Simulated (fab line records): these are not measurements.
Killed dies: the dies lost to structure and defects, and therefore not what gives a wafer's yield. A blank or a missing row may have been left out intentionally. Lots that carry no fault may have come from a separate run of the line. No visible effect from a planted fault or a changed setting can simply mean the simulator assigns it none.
Which tool is to blame? + flow gf180mcu + 24 lots with 72 wafers sampled at 6 steps, on a route of 602 steps

== WHAT THE GAUGES READ, wafer by wafer ==
GF_MVSD_OVL_MEAS_07. Usual: MVSD_OVL typically reads -0.6 nm, with standard deviation 1.4.
| lot  | measured    | on         | MVSD_OVL (nm)  | flag |
|------|-------------|------------|----------------|------|
| L074 | day 4 10:52 | overlay-01 | -1.1 -2.9 -1.5 |      |
| L075 | day 4 16:34 | overlay-02 | -0.2 1.0 2.4   |      |
| L076 | day 4 21:56 | overlay-01 | 0.1 -3.2 -1.8  |      |
| L077 | day 5 06:50 | overlay-02 | 1.0 -0.1 0.3   |      |
| L078 | day 5 08:55 | overlay-02 | 0.5 0.3 -1.6   |      |
| L079 | day 5 17:02 | overlay-02 | -0.3 0.1 1.7   |      |
| L080 | day 5 21:13 | overlay-01 | 1.1 -0.8 -0.2  |      |
| L081 | day 6 01:01 | overlay-02 | -1.7 -2.2 -0.7 |      |
| L082 | day 6 10:29 | overlay-01 | -0.9 -0.4 -2.1 |      |
| L083 | day 6 14:12 | overlay-01 | -0.1 -4.5 -1.4 |      |
| L084 | day 6 18:52 | overlay-01 | 0.2 2.1 -1.0   |      |
| L085 | day 7 02:25 | overlay-01 | 0.6 -0.4 -1.0  |      |
| L086 | day 7 09:35 | overlay-02 | 0.0 0.4 -1.0   |      |
| L087 | day 7 13:55 | overlay-02 | 0.4 -1.5 -1.9  |      |
| L088 | day 7 18:38 | overlay-02 | -0.5 -3.3 -2.0 |      |
| L089 | day 8 01:00 | overlay-01 | -2.3 -2.6 -2.5 |      |
| L090 | day 8 10:17 | overlay-02 | 1.0 2.1 0.4    |      |
| L091 | day 8 13:17 | overlay-02 | -1.4 -1.3 -1.4 |      |
| L092 | day 8 17:37 | overlay-01 | 0.8 -0.4 1.9   |      |
| L093 | day 9 00:11 | overlay-01 | -0.9 0.0 0.5   |      |
| L094 | day 9 09:38 | overlay-01 | -1.7 -3.6 -0.2 |      |
| L095 | day 9 12:41 | overlay-01 | -1.0 -3.3 -0.8 |      |
| L096 | day 9 17:25 | overlay-01 | -0.3 -1.3 -0.6 |      |
| L097 | day 9 23:45 | overlay-02 | 1.4 -1.4 -1.2  |      |

GF_POLY_GATE_OVL_MEAS_11. Usual: POLY_GATE_OVL typically reads 0 nm, with standard deviation 6.7.
| lot  | measured     | on         | POLY_GATE_OVL (nm) | flag |
|------|--------------|------------|--------------------|------|
| L074 | day 9 06:01  | overlay-01 | -1 10 1            |      |
| L075 | day 9 09:35  | overlay-02 | -2 -11 6           |      |
| L076 | day 9 16:35  | overlay-01 | -11 2 -15          |      |
| L077 | day 10 04:10 | overlay-01 | -10 -5 -2          |      |
| L078 | day 10 09:25 | overlay-02 | -1 10 5            |      |
| L079 | day 10 15:43 | overlay-01 | 2 -7 3             |      |
| L080 | day 10 23:54 | overlay-02 | -6 -1 -11          |      |
| L081 | day 11 04:27 | overlay-01 | 8 -2 4             |      |
| L082 | day 11 15:20 | overlay-01 | 0 -5 5             |      |
| L083 | day 11 19:55 | overlay-01 | 5 -1 -2            |      |
| L084 | day 12 01:29 | overlay-01 | 6 13 -3            |      |
| L085 | day 12 11:19 | overlay-02 | 5 3 1              |      |
| L086 | day 12 21:31 | overlay-02 | -3 -8 -10          |      |
| L087 | day 12 22:25 | overlay-02 | 7 -3 13            |      |
| L088 | day 13 04:32 | overlay-02 | -5 3 -1            |      |
| L089 | day 13 16:46 | overlay-02 | -1 5 3             |      |
| L090 | day 14 00:47 | overlay-02 | -4 -10 1           |      |
| L091 | day 14 06:20 | overlay-01 | 3 0 11             |      |
| L092 | day 14 09:25 | overlay-01 | -6 -5 7            |      |
| L093 | day 14 18:41 | overlay-02 | -8 1 0             |      |
| L094 | day 15 09:43 | overlay-01 | 0 -9 -4            |      |
| L095 | day 15 11:16 | overlay-02 | 5 1 6              |      |
| L096 | day 15 18:23 | overlay-01 | -1 3 -4            |      |
| L097 | day 15 23:37 | overlay-01 | 13 -6 11           |      |

GF_POLY_GATE_THK_MEAS_17. Usual: POLY_GATE_OXIDATION_THK typically reads 4.05 nm, with standard deviation 0.084.
| lot  | measured     | on           | POLY_GATE_OXIDATION_THK (nm) | flag |
|------|--------------|--------------|------------------------------|------|
| L074 | day 9 07:37  | filmMetro-03 | 4.07 4.04 4.03               |      |
| L075 | day 9 12:02  | filmMetro-04 | 4.07 4.17 4.16               |      |
| L076 | day 9 18:08  | filmMetro-03 | 4.05 3.99 4.06               |      |
| L077 | day 10 06:56 | filmMetro-03 | 4.08 4.13 4.05               |      |
| L078 | day 10 11:46 | filmMetro-03 | 4.04 4.09 4.06               |      |
| L079 | day 10 17:38 | filmMetro-03 | 3.96 3.90 3.91               |      |
| L080 | day 11 02:41 | filmMetro-03 | 4.06 4.13 4.09               |      |
| L081 | day 11 06:02 | filmMetro-01 | 4.18 4.08 4.11               |      |
| L082 | day 11 18:21 | filmMetro-03 | 4.00 3.94 3.93               |      |
| L083 | day 11 23:05 | filmMetro-04 | 4.05 3.97 4.02               |      |
| L084 | day 12 04:16 | filmMetro-04 | 4.26 4.20 4.08               |      |
| L085 | day 12 13:47 | filmMetro-03 | 3.96 3.93 3.96               |      |
| L086 | day 12 23:29 | filmMetro-03 | 4.19 4.24 4.25               |      |
| L087 | day 13 00:05 | filmMetro-04 | 4.04 4.15 4.14               |      |
| L088 | day 13 06:05 | filmMetro-01 | 3.99 4.06 4.01               |      |
| L089 | day 13 18:19 | filmMetro-03 | 4.07 4.01 4.09               |      |
| L090 | day 14 02:48 | filmMetro-04 | 3.84 3.94 3.93               |      |
| L091 | day 14 07:52 | filmMetro-04 | 4.10 4.16 4.01               |      |
| L092 | day 14 10:59 | filmMetro-04 | 4.09 4.08 4.10               |      |
| L093 | day 14 20:46 | filmMetro-04 | 3.93 3.94 4.00               |      |
| L094 | day 15 12:01 | filmMetro-04 | 4.01 4.01 4.01               |      |
| L095 | day 15 13:20 | filmMetro-04 | 4.00 4.00 3.95               |      |
| L096 | day 15 19:56 | filmMetro-03 | 4.05 4.11 4.03               |      |
| L097 | day 16 01:10 | filmMetro-03 | 4.06 4.07 4.07               |      |

GF_HV_LDD_TW_MEAS_38. Usual: HV_LDD_3_TW typically reads 1423, with standard deviation 7.
| lot  | measured     | on           | HV_LDD_3_TW    | flag |
|------|--------------|--------------|----------------|------|
| L074 | day 11 14:15 | filmMetro-04 | 1425 1424 1428 |      |
| L075 | day 11 18:28 | filmMetro-02 | 1415 1427 1424 |      |
| L076 | day 12 02:43 | filmMetro-02 | 1420 1429 1421 |      |
| L077 | day 12 16:05 | filmMetro-01 | 1411 1418 1417 |      |
| L078 | day 12 20:56 | filmMetro-04 | 1431 1419 1433 |      |
| L079 | day 13 03:52 | filmMetro-01 | 1415 1422 1419 |      |
| L080 | day 13 14:42 | filmMetro-04 | 1423 1425 1424 |      |
| L081 | day 13 17:45 | filmMetro-04 | 1434 1421 1422 |      |
| L082 | day 14 06:16 | filmMetro-01 | 1421 1423 1415 |      |
| L083 | day 14 13:02 | filmMetro-01 | 1408 1422 1429 |      |
| L084 | day 14 18:15 | filmMetro-02 | 1421 1424 1418 |      |
| L085 | day 15 04:46 | filmMetro-02 | 1436 1425 1427 |      |
| L086 | day 15 15:21 | filmMetro-01 | 1424 1423 1426 |      |
| L087 | day 15 16:19 | filmMetro-04 | 1421 1420 1421 |      |
| L088 | day 15 23:08 | filmMetro-02 | 1424 1425 1427 |      |
| L089 | day 16 11:31 | filmMetro-04 | 1420 1423 1417 |      |
| L090 | day 16 21:24 | filmMetro-01 | 1423 1427 1430 |      |
| L091 | day 17 02:38 | filmMetro-01 | 1421 1417 1419 |      |
| L092 | day 17 05:46 | filmMetro-01 | 1425 1418 1414 |      |
| L093 | day 17 16:08 | filmMetro-04 | 1429 1422 1430 |      |
| L094 | day 18 09:10 | filmMetro-01 | 1409 1414 1404 |      |
| L095 | day 18 10:27 | filmMetro-04 | 1418 1424 1420 |      |
| L096 | day 18 17:49 | filmMetro-02 | 1434 1434 1435 |      |
| L097 | day 18 23:36 | filmMetro-02 | 1437 1439 1428 |      |

GF_HV_LDD_OVL_MEAS_47. Usual: HV_LDD_03_OVL typically reads -0.6 nm, with standard deviation 1.5.
| lot  | measured     | on         | HV_LDD_03_OVL (nm) | flag |
|------|--------------|------------|--------------------|------|
| L074 | day 12 08:31 | overlay-01 | -1.8 -1.2 -0.7     |      |
| L075 | day 12 13:04 | overlay-01 | -1.4 1.0 0.8       |      |
| L076 | day 12 21:49 | overlay-01 | -2.0 -1.1 -2.1     |      |
| L077 | day 13 12:01 | overlay-01 | -1.5 -2.6 -0.4     |      |
| L078 | day 13 16:28 | overlay-02 | -1.6 -1.3 -0.6     |      |
| L079 | day 13 23:46 | overlay-02 | -0.9 0.3 -1.4      |      |
| L080 | day 14 11:03 | overlay-01 | 0.8 0.8 1.0        |      |
| L081 | day 14 14:16 | overlay-01 | -1.0 -1.0 -1.6     |      |
| L082 | day 15 03:46 | overlay-01 | -2.9 -1.5 -0.9     |      |
| L083 | day 15 10:36 | overlay-02 | -1.1 -1.3 0.3      |      |
| L084 | day 15 15:49 | overlay-01 | 0.2 0.0 -0.9       |      |
| L085 | day 16 02:56 | overlay-01 | 1.3 -0.7 0.1       |      |
| L086 | day 16 13:13 | overlay-02 | -1.9 -2.3 -1.3     |      |
| L087 | day 16 14:29 | overlay-02 | 1.7 1.7 1.6        |      |
| L088 | day 16 21:37 | overlay-02 | 1.2 -0.2 0.2       |      |
| L089 | day 17 09:49 | overlay-01 | -0.7 0.4 -1.2      |      |
| L090 | day 17 20:31 | overlay-01 | -2.4 -1.6 -1.4     |      |
| L091 | day 18 01:34 | overlay-02 | 0.0 -0.3 -1.2      |      |
| L092 | day 18 05:22 | overlay-01 | -1.3 -1.9 -1.1     |      |
| L093 | day 18 15:07 | overlay-01 | -2.6 -1.8 -3.5     |      |
| L094 | day 19 09:22 | overlay-01 | 0.2 -0.7 -2.5      |      |
| L095 | day 19 10:25 | overlay-02 | 2.7 1.7 2.7        |      |
| L096 | day 19 17:52 | overlay-01 | 1.4 1.0 -0.4       |      |
| L097 | day 19 23:28 | overlay-02 | -4.5 -5.5 -2.8     |      |

== WHAT TOOL EACH LOT RAN ON (gives the tool, then ch and the chambers of the sampled wafers, and finally the start) ==
| lot  | GF_HV_LDD_STRIP_37                  |
|------|-------------------------------------|
| L074 | plasmaAsher-02 ch 0,1, day 11 14:08 |
| L075 | plasmaAsher-04 ch 0,1, day 11 18:23 |
| L076 | plasmaAsher-02 ch 0,1, day 12 02:36 |
| L077 | plasmaAsher-04 ch 0,1, day 12 15:59 |
| L078 | plasmaAsher-02 ch 0,1, day 12 20:50 |
| L079 | plasmaAsher-03 ch 0,1, day 13 03:45 |
| L080 | plasmaAsher-03 ch 0,1, day 13 14:36 |
| L081 | plasmaAsher-02 ch 0,1, day 13 17:39 |
| L082 | plasmaAsher-03 ch 0,1, day 14 06:10 |
| L083 | plasmaAsher-03 ch 0,1, day 14 12:56 |
| L084 | plasmaAsher-04 ch 0,1, day 14 18:09 |
| L085 | plasmaAsher-02 ch 0,1, day 15 04:41 |
| L086 | plasmaAsher-02 ch 0,1, day 15 15:15 |
| L087 | plasmaAsher-04 ch 0,1, day 15 16:14 |
| L088 | plasmaAsher-02 ch 0,1, day 15 23:02 |
| L089 | plasmaAsher-03 ch 0,1, day 16 11:26 |
| L090 | plasmaAsher-04 ch 0,1, day 16 21:18 |
| L091 | plasmaAsher-03 ch 0,1, day 17 02:32 |
| L092 | plasmaAsher-03 ch 0,1, day 17 05:41 |
| L093 | plasmaAsher-03 ch 0,1, day 17 16:02 |
| L094 | plasmaAsher-02 ch 0,1, day 18 09:03 |
| L095 | plasmaAsher-03 ch 1, day 18 10:20   |
| L096 | plasmaAsher-03 ch 0,1, day 18 17:42 |
| L097 | plasmaAsher-02 ch 0,1, day 18 23:29 |
- GF_HV_LDD_STRIP_37: strips in O2/N2.

== AS READ BY THE TOOLS THEMSELVES (means over the sampled wafers that have a number; for cases with no such wafer, the mark the record gives instead) ==
GF_HV_LDD_STRIP_37. Usual: drypumpMotorCurrentA 5.7 A, standard deviation 0.55; heaterPowerW 317 W, standard deviation 20; oesProductAu 0.716 a.u., standard deviation 0.0048; stripTimeToEndpointS 12.64 s, standard deviation 0.039.
| lot  | tool           | drypumpMotorCurrentA (A) | heaterPowerW (W) | oesProductAu (a.u.) | stripTimeToEndpointS (s) | flag |
|------|----------------|--------------------------|------------------|---------------------|--------------------------|------|
| L074 | plasmaAsher-02 | 6.4                      | 299              | 0.718               | 12.68                    |      |
| L075 | plasmaAsher-04 | 5.2                      | 352              | 0.718               | 12.57                    |      |
| L076 | plasmaAsher-02 | 6.2                      | 295              | 0.722               | 12.63                    |      |
| L077 | plasmaAsher-04 | 5.6                      | 345              | 0.716               | 12.65                    |      |
| L078 | plasmaAsher-02 | 6.2                      | 299              | 0.719               | 12.64                    |      |
| L079 | plasmaAsher-03 | 5.3                      | 314              | 0.712               | 12.61                    |      |
| L080 | plasmaAsher-03 | 5.3                      | 316              | 0.718               | 12.61                    |      |
| L081 | plasmaAsher-02 | 6.2                      | 298              | 0.715               | 12.67                    |      |
| L082 | plasmaAsher-03 | 5.3                      | 322              | 0.716               | 12.63                    |      |
| L083 | plasmaAsher-03 | 5.3                      | 312              | 0.716               | 12.70                    |      |
| L084 | plasmaAsher-04 | 5.6                      | 356              | 0.713               | 12.63                    |      |
| L085 | plasmaAsher-02 | 6.4                      | 299              | 0.721               | 12.58                    |      |
| L086 | plasmaAsher-02 | 6.2                      | 299              | 0.709               | 12.64                    |      |
| L087 | plasmaAsher-04 | 5.2                      | 355              | 0.714               | 12.68                    |      |
| L088 | plasmaAsher-02 | 6.4                      | 301              | 0.717               | 12.66                    |      |
| L089 | plasmaAsher-03 | 5.3                      | 313              | 0.716               | 12.67                    |      |
| L090 | plasmaAsher-04 | 5.3                      | 350              | 0.715               | 12.65                    |      |
| L091 | plasmaAsher-03 | 5.3                      | 319              | 0.716               | 12.66                    |      |
| L092 | plasmaAsher-03 | 5.3                      | 315              | 0.712               | 12.63                    |      |
| L093 | plasmaAsher-03 | 5.3                      | 314              | 0.717               | 12.61                    |      |
| L094 | plasmaAsher-02 | 6.2                      | 304              | 0.718               | 12.63                    |      |
| L095 | plasmaAsher-03 | 5.4                      | 312              | 0.714               | 12.65                    |      |
| L096 | plasmaAsher-03 | 5.3                      | 321              | 0.716               | 12.71                    |      |
| L097 | plasmaAsher-02 | 6.2                      | 301              | 0.712               | 12.63                    |      |

== THE ANSWER, worked out from the rows above alone ==
Rule: take the mean of a lot's wafers that have a number; if it is more than 3 standard deviations from the usual mean, the lot is off. Also off: a lot with no number at a reading for which 4 or more lots have one. Where the step has rows for the other lots, those lots are counted as sound. First the gauges in route order, then the tools' own readings, where a lot's mean is used as printed above. At the first step where some lot is off, the reading lying furthest off is the one used; lots without a number count as furthest.
Nothing can be told from this: no lot is off at any reading shown.

== WHAT WAS PUT IN BY THE SIMULATOR ==
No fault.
